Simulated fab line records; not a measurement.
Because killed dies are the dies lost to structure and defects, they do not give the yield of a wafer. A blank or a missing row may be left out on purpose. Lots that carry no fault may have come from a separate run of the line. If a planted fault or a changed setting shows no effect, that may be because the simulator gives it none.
What tool caused it? + flow sky130 + 12 lots, 36 wafers sampled, at 5 steps of a route of 708

== WHAT THE GAUGES READ, wafer by wafer ==
SKY_NWELL_RS_MEAS_31: measurement is done with a four-point probe. Usual: PWDE_RS gives 5278 ohm/sq (standard deviation 17).
| lot  | measured     | on           | PWDE_RS (ohm/sq) | flag |
|------|--------------|--------------|------------------|------|
| L146 | day 5 06:52  | filmMetro-02 | 5249 5282 5282   |      |
| L147 | day 5 15:02  | filmMetro-04 | 5274 5267 5270   |      |
| L151 | day 6 18:17  | filmMetro-02 | 5295 5298 5304   |      |
| L152 | day 7 04:43  | filmMetro-02 | 5260 5255 5257   |      |
| L154 | day 7 09:58  | filmMetro-01 | 5273 5281 5276   |      |
| L155 | day 7 13:13  | filmMetro-02 | 5298 5272 5269   |      |
| L157 | day 8 05:19  | filmMetro-01 | 5268 5296 5271   |      |
| L160 | day 8 19:07  | filmMetro-04 | 5297 5268 5284   |      |
| L161 | day 9 01:20  | filmMetro-02 | 5298 5313 5308   |      |
| L162 | day 9 06:03  | filmMetro-01 | 5293 5281 5275   |      |
| L167 | day 10 19:05 | filmMetro-01 | 5294 5312 5302   |      |
| L168 | day 11 02:28 | filmMetro-01 | 5262 5266 5243   |      |

SKY_VT_ADJUST_LVTN_TW_MEAS_10. Usual: VT_ADJUST_LVTN_TW gives 242.0 (standard deviation 1.2).
| lot  | measured     | on           | VT_ADJUST_LVTN_TW | flag |
|------|--------------|--------------|-------------------|------|
| L146 | day 6 19:55  | filmMetro-01 | 240.1 240.9 241.0 |      |
| L147 | day 7 05:30  | filmMetro-01 | 241.7 240.9 240.6 |      |
| L151 | day 8 09:32  | filmMetro-01 | 241.1 243.2 243.0 |      |
| L152 | day 8 22:57  | filmMetro-01 | 242.6 242.5 242.0 |      |
| L154 | day 9 03:50  | filmMetro-01 | 239.9 239.3 241.6 |      |
| L155 | day 9 07:31  | filmMetro-01 | 239.8 241.4 240.9 |      |
| L157 | day 10 01:12 | filmMetro-03 | 241.6 241.0 241.9 |      |
| L160 | day 10 16:22 | filmMetro-01 | 241.7 240.4 240.3 |      |
| L161 | day 10 23:00 | filmMetro-03 | 241.2 242.9 242.2 |      |
| L162 | day 11 01:47 | filmMetro-02 | 243.0 242.7 244.1 |      |
| L167 | day 12 18:53 | filmMetro-03 | 241.6 241.2 241.0 |      |
| L168 | day 13 02:36 | filmMetro-02 | 240.8 240.4 242.4 |      |

SKY_VT_ADJUST_NCORE_TW_MEAS_11. Usual: VT_ADJUST_NCORE_TW gives 220.0 (standard deviation 1.2).
| lot  | measured     | on           | VT_ADJUST_NCORE_TW                  | flag |
|------|--------------|--------------|-------------------------------------|------|
| L146 | day 8 11:17  | filmMetro-04 | 219.4 221.1 219.4                   |      |
| L147 | day 8 22:43  | filmMetro-03 | 217.8 218.9 218.1                   |      |
| L151 | day 10 06:52 | filmMetro-04 | 221.0 219.8 220.5                   |      |
| L152 | day 10 20:11 | filmMetro-02 | 219.2 220.6 220.5                   |      |
| L154 | day 11 00:04 | filmMetro-03 | 221.5 220.3 221.3                   |      |
| L155 | day 11 04:59 | filmMetro-02 | 220.9 222.3 220.4                   |      |
| L157 | day 11 23:04 | filmMetro-04 | 219.3 219.5 219.8                   |      |
| L160 | day 12 15:52 | filmMetro-03 | 231.6 230.4 230.9 232.9 232.5 231.7 | OFF  |
| L161 | day 12 22:58 | filmMetro-04 | 233.0 233.8 235.0 234.2 234.1 233.8 | OFF  |
| L162 | day 13 01:37 | filmMetro-03 | 218.0 219.5 217.5                   |      |
| L167 | day 14 23:01 | filmMetro-04 | 220.4 219.7 219.1                   |      |
| L168 | day 15 06:31 | filmMetro-03 | 220.2 219.8 218.9                   |      |

== EACH LOT AND THE TOOL THAT RAN IT (in order: tool; ch and the chambers of the sampled wafers; start) ==
| lot  | SKY_VT_ADJUST_NCORE_IMPLANT_09  | SKY_VT_ADJUST_NCORE_STRIP_10        |
|------|---------------------------------|-------------------------------------|
| L146 | implanter-01 ch 0, day 8 11:02  | plasmaAsher-01 ch 0,1, day 8 11:10  |
| L147 | implanter-01 ch 0, day 8 22:28  | plasmaAsher-01 ch 0,1, day 8 22:37  |
| L151 | implanter-02 ch 0, day 10 06:37 | plasmaAsher-03 ch 0,1, day 10 06:46 |
| L152 | implanter-02 ch 0, day 10 19:56 | plasmaAsher-03 ch 0,1, day 10 20:04 |
| L154 | implanter-02 ch 0, day 10 23:49 | plasmaAsher-03 ch 0,1, day 10 23:58 |
| L155 | implanter-02 ch 0, day 11 04:44 | plasmaAsher-02 ch 1, day 11 04:52   |
| L157 | implanter-03 ch 0, day 11 22:50 | plasmaAsher-01 ch 0, day 11 22:58   |
| L160 | implanter-02 ch 0, day 12 15:38 | plasmaAsher-03 ch 0,1, day 12 15:46 |
| L161 | implanter-02 ch 0, day 12 22:43 | plasmaAsher-02 ch 0,1, day 12 22:52 |
| L162 | implanter-03 ch 0, day 13 01:22 | plasmaAsher-02 ch 0,1, day 13 01:31 |
| L167 | implanter-03 ch 0, day 14 22:46 | plasmaAsher-02 ch 0,1, day 14 22:55 |
| L168 | implanter-03 ch 0, day 15 06:17 | plasmaAsher-01 ch 0,1, day 15 06:25 |
- SKY_VT_ADJUST_NCORE_IMPLANT_09
- SKY_VT_ADJUST_NCORE_STRIP_10: strips in O2/N2.

== WHAT THE TOOLS THEMSELVES READ (means of the sampled wafers that have a number; where no wafer has one, the mark that the record gives instead) ==
SKY_VT_ADJUST_NCORE_IMPLANT_09. Usual: beamOnS 10.00 s, standard deviation 0.19; doseIonsCm2 2.3997e+12, standard deviation 2.6e+09; faradayCurrentUA 13.54, standard deviation 0.25.
| lot  | tool         | beamOnS (s) | doseIonsCm2 | faradayCurrentUA | flag |
|------|--------------|-------------|-------------|------------------|------|
| L146 | implanter-01 | 9.84        | 2.3981e+12  | 13.77            |      |
| L147 | implanter-01 | 9.98        | 2.4043e+12  | 13.53            |      |
| L151 | implanter-02 | 10.06       | 2.3995e+12  | 13.46            |      |
| L152 | implanter-02 | 10.02       | 2.3972e+12  | 13.51            |      |
| L154 | implanter-02 | 10.23       | 2.3976e+12  | 13.21            |      |
| L155 | implanter-02 | 10.00       | 2.3996e+12  | 13.57            |      |
| L157 | implanter-03 | 10.05       | 2.3998e+12  | 13.50            |      |
| L160 | implanter-02 | 10.06       | 2.8958e+12  | 16.25            | OFF  |
| L161 | implanter-02 | 10.34       | 2.8964e+12  | 15.74            | OFF  |
| L162 | implanter-03 | 10.03       | 2.4028e+12  | 13.51            |      |
| L167 | implanter-03 | 9.83        | 2.4007e+12  | 13.77            |      |
| L168 | implanter-03 | 10.12       | 2.3989e+12  | 13.39            |      |

SKY_VT_ADJUST_NCORE_STRIP_10. Usual: drypumpMotorCurrentA 5.8 A, standard deviation 0.52; oesProductAu 0.715 a.u., standard deviation 0.0049; stripTimeToEndpointS 14.18 s, standard deviation 0.038.
| lot  | tool           | drypumpMotorCurrentA (A) | oesProductAu (a.u.) | stripTimeToEndpointS (s) | flag |
|------|----------------|--------------------------|---------------------|--------------------------|------|
| L146 | plasmaAsher-01 | 5.4                      | 0.718               | 14.18                    |      |
| L147 | plasmaAsher-01 | 5.1                      | 0.716               | 14.21                    |      |
| L151 | plasmaAsher-03 | 6.1                      | 0.716               | 14.15                    |      |
| L152 | plasmaAsher-03 | 6.0                      | 0.716               | 14.18                    |      |
| L154 | plasmaAsher-03 | 6.0                      | 0.713               | 14.18                    |      |
| L155 | plasmaAsher-02 | 6.0                      | 0.717               | 14.21                    |      |
| L157 | plasmaAsher-01 | 5.7                      | 0.718               | 14.15                    |      |
| L160 | plasmaAsher-03 | 6.0                      | 0.713               | 14.21                    |      |
| L161 | plasmaAsher-02 | 6.2                      | 0.715               | 14.20                    |      |
| L162 | plasmaAsher-02 | 6.2                      | 0.717               | 14.19                    |      |
| L167 | plasmaAsher-02 | 6.1                      | 0.713               | 14.12                    |      |
| L168 | plasmaAsher-01 | 5.4                      | 0.716               | 14.24                    |      |

== THE ANSWER, worked out from the rows above alone ==
Rule: a lot counts as off when the mean over its wafers that have a number is more than 3 standard deviations away from the usual mean. Also off: a lot with no number at a reading for which 4 or more lots have one. Where the step has rows for the other lots, those lots are counted as sound. After the gauges, taken in route order, come the tools' own readings; for these a lot's mean is taken, as printed above. At the first step where some lot is off, the reading lying furthest off is the one used; lots without a number count as furthest.
Off: L160, L161, at SKY_VT_ADJUST_NCORE_TW_MEAS_11 (VT_ADJUST_NCORE_TW).
If a tool, at a process step before that reading, ran all the lots that are off and no sound lot after the first of them, it fits. The gauges at SKY_VT_ADJUST_NCORE_TW_MEAS_11 aren't tried: what is off there is off at SKY_VT_ADJUST_NCORE_IMPLANT_09 too, on other tools, and a gauge's error can't cause that. One fits: SKY_VT_ADJUST_NCORE_IMPLANT_09 on implanter-02. A fault onset in the window from L155 (day 11 04:44, its last sound lot) to L160 (day 12 15:38, its first lot off) fits.
The tool's own readings at SKY_VT_ADJUST_NCORE_IMPLANT_09 bear it out: on the lots that are off they differ by more than 5 times the standard deviation of the sound lots' means. doseIonsCm2 reads 2.8961e+12 there against 2.3998e+12 on the sound lots; faradayCurrentUA reads 16.00 there against 13.52 on the sound lots.

== WHAT HAD BEEN PUT IN BY THE SIMULATOR ==
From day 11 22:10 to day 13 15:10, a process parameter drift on implanter-02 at SKY_VT_ADJUST_NCORE_IMPLANT_09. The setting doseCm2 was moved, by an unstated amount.
Struck lots among those shown: L160, L161. The same result came from the rule above.
